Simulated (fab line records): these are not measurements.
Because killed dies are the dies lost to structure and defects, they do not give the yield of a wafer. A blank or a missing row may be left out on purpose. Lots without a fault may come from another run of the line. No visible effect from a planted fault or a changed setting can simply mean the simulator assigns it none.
Which tool was responsible? | flow sky130 | 39 wafers from 13 lots sampled at 5 of the route's 708 steps

## WHAT THE GAUGES SHOWED, per wafer
SKY_POLY_GATE_CD_MEAS_13: target cd 150 nm.
lot  | measured     | on       | cdNm (nm)
L448 | day 16 16:13 | cdSem-02 | 148.5 148.7 150.1
L449 | day 16 20:28 | cdSem-01 | 149.5 148.2 148.8
L450 | day 17 04:56 | cdSem-01 | 149.9 149.8 149.0
L451 | day 17 16:54 | cdSem-02 | 154.7 153.3 155.0
L453 | day 19 00:35 | cdSem-02 | 150.0 150.0 149.5
L454 | day 19 00:39 | cdSem-01 | 151.1 152.3 151.0
L455 | day 19 10:46 | cdSem-02 | 149.0 150.4 149.5
L456 | day 19 16:44 | cdSem-01 | 152.1 150.5 152.0
L459 | day 20 16:06 | cdSem-02 | 150.6 149.4 151.2
L462 | day 21 19:15 | cdSem-02 | 148.3 150.4 148.1
L464 | day 22 05:47 | cdSem-02 | 147.8 149.1 149.7
L465 | day 22 11:20 | cdSem-02 | 147.6 149.4 148.3
L466 | day 23 02:38 | cdSem-02 | 149.7 149.0 148.2

SKY_POLY_GATE_OVL_MEAS_14.
lot  | measured     | on         | POLY_GATE_OVL (nm)
L448 | day 16 16:19 | overlay-02 | 2 1 -4
L449 | day 16 20:34 | overlay-02 | 8 10 4
L450 | day 17 05:03 | overlay-02 | 4 -2 7
L451 | day 17 17:01 | overlay-02 | 1 2 0
L453 | day 19 00:41 | overlay-01 | -4 2 -4
L454 | day 19 00:46 | overlay-01 | 7 0 3
L455 | day 19 10:52 | overlay-01 | 5 3 3
L456 | day 19 16:51 | overlay-01 | 6 -1 10
L459 | day 20 16:13 | overlay-02 | -7 -4 0
L462 | day 21 19:22 | overlay-01 | -3 -4 -2
L464 | day 22 05:52 | overlay-02 | 0 -2 5
L465 | day 22 11:27 | overlay-01 | 4 -4 1
L466 | day 23 02:46 | overlay-01 | 6 8 7

SKY_LDD_HVN_OVL_MEAS_07.
lot  | measured     | on         | LDD_HVN_OVL (nm)
L448 | day 20 15:05 | overlay-02 | 2.8 -0.4 2.9
L449 | day 20 19:27 | overlay-02 | -0.9 0.6 0.2
L450 | day 21 08:47 | overlay-02 | 0.2 -1.5 -0.8
L451 | day 21 17:51 | overlay-02 | -2.1 -1.9 1.0
L453 | day 23 00:26 | overlay-02 | -3.1 -1.1 1.3
L454 | day 23 02:30 | overlay-01 | 0.6 0.1 1.1
L455 | day 23 10:02 | overlay-02 | -1.4 -1.1 -1.1
L456 | day 23 16:41 | overlay-01 | -0.4 0.3 0.7
L459 | day 24 14:33 | overlay-01 | 1.0 1.8 1.8
L462 | day 25 18:12 | overlay-02 | -1.0 -1.0 0.9
L464 | day 26 02:16 | overlay-02 | 3.1 1.1 1.3
L465 | day 26 08:11 | overlay-02 | 0.0 0.7 1.5
L466 | day 26 23:14 | overlay-02 | -1.3 -0.8 -1.1

SKY_LDD_LDN_TW_MEAS_13.
lot  | measured     | on           | LDD_LDN_TW
L448 | day 23 06:14 | filmMetro-04 | 1457 1464 1462
L449 | day 23 08:56 | filmMetro-02 | 1485 1482 1490
L450 | day 23 22:47 | filmMetro-04 | 1460 1468 1461
L451 | day 24 08:17 | filmMetro-04 | 1454 1447 1456
L453 | day 25 13:30 | filmMetro-04 | 1461 1458 1450
L454 | day 25 15:56 | filmMetro-03 | 1445 1442 1445
L455 | day 25 22:38 | filmMetro-04 | 1463 1464 1463
L456 | day 26 05:23 | filmMetro-02 | 1478 1474 1480
L459 | day 27 02:05 | filmMetro-03 | 1450 1445 1444
L462 | day 28 05:32 | filmMetro-03 | 1451 1459 1461
L464 | day 28 11:29 | filmMetro-04 | 1499 1507 1507 1498 1506 1500
L465 | day 28 19:05 | filmMetro-04 | 1502 1507 1497 1503 1510 1508
L466 | day 29 09:26 | filmMetro-04 | 1466 1466 1465

## WHAT TOOL EACH LOT RAN ON (gives the tool, then ch and the chambers of the sampled wafers, and finally the start)
lot  | SKY_LDD_LDN_IMPLANT_08
L448 | implanter-01 ch 0, day 23 05:34
L449 | implanter-02 ch 0, day 23 08:16
L450 | implanter-02 ch 0, day 23 22:05
L451 | implanter-02 ch 0, day 24 07:37
L453 | implanter-02 ch 0, day 25 12:50
L454 | implanter-01 ch 0, day 25 15:14
L455 | implanter-04 ch 0, day 25 21:58
L456 | implanter-01 ch 0, day 26 04:41
L459 | implanter-04 ch 0, day 27 01:25
L462 | implanter-01 ch 0, day 28 04:52
L464 | implanter-01 ch 0, day 28 10:49
L465 | implanter-01 ch 0, day 28 18:23
L466 | implanter-04 ch 0, day 29 08:44
- SKY_LDD_LDN_IMPLANT_08

## AS READ BY THE TOOLS THEMSELVES (means over the sampled wafers that have a number; for cases with no such wafer, the mark the record gives instead)
SKY_LDD_LDN_IMPLANT_08.
lot  | tool         | beamEnergyKeV
L448 | implanter-01 | 15.005
L449 | implanter-02 | 15.000
L450 | implanter-02 | 15.001
L451 | implanter-02 | 14.999
L453 | implanter-02 | 15.001
L454 | implanter-01 | 14.993
L455 | implanter-04 | 15.000
L456 | implanter-01 | 15.000
L459 | implanter-04 | 14.999
L462 | implanter-01 | 15.000
L464 | implanter-01 | 21.488
L465 | implanter-01 | 21.487
L466 | implanter-04 | 15.005

## THE ANSWER, worked out from the rows above alone
Rule: usual is defined by the lots themselves. Put in order of their means at a reading, lots are off if they are a third of the lots or fewer, leave a main group of 4 or more, and stand apart from it by a gap of 3 or more times the standard deviation of the main group's means; of several such gaps the widest counts. A main group is skipped when, at the precision printed for the reading in the tables above, its means are all equal. A lot without any number at a reading at which 4 lots or more have one is off too. Any other lot the step has rows for is counted as sound. The gauges are gone through in route order, then the tools' own readings, and for those a lot's mean is taken as printed above. The first step at which some lot is off is used, and at that step the reading that is off furthest; a lot without a number counts as furthest.
Off: L464, L465, at SKY_LDD_LDN_IMPLANT_08 (beamEnergyKeV). The main group has a mean of 15.000 with a standard deviation of 0.003.
If a tool, at that step or one of the process steps before it, ran each lot that is off and ran no sound lot following the first of them, it fits. One candidate fits, namely implanter-01 at SKY_LDD_LDN_IMPLANT_08. Its last sound lot is L462 (day 28 04:52), its first lot that is off L464 (day 28 10:49): a fault that began between those two fits.
On the lots that are off, the tool's own readings at SKY_LDD_LDN_IMPLANT_08 differ by more than 5 times the standard deviation of the sound lots' means, which bears it out; beamEnergyKeV reads 21.487 there versus 15.000 on the sound lots.

## WHAT THE SIMULATOR HAD PUT IN
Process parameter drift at SKY_LDD_LDN_IMPLANT_08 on implanter-01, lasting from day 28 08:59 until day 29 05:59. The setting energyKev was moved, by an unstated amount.
Struck lots among those shown: L464, L465. This agrees with what the rule above found.
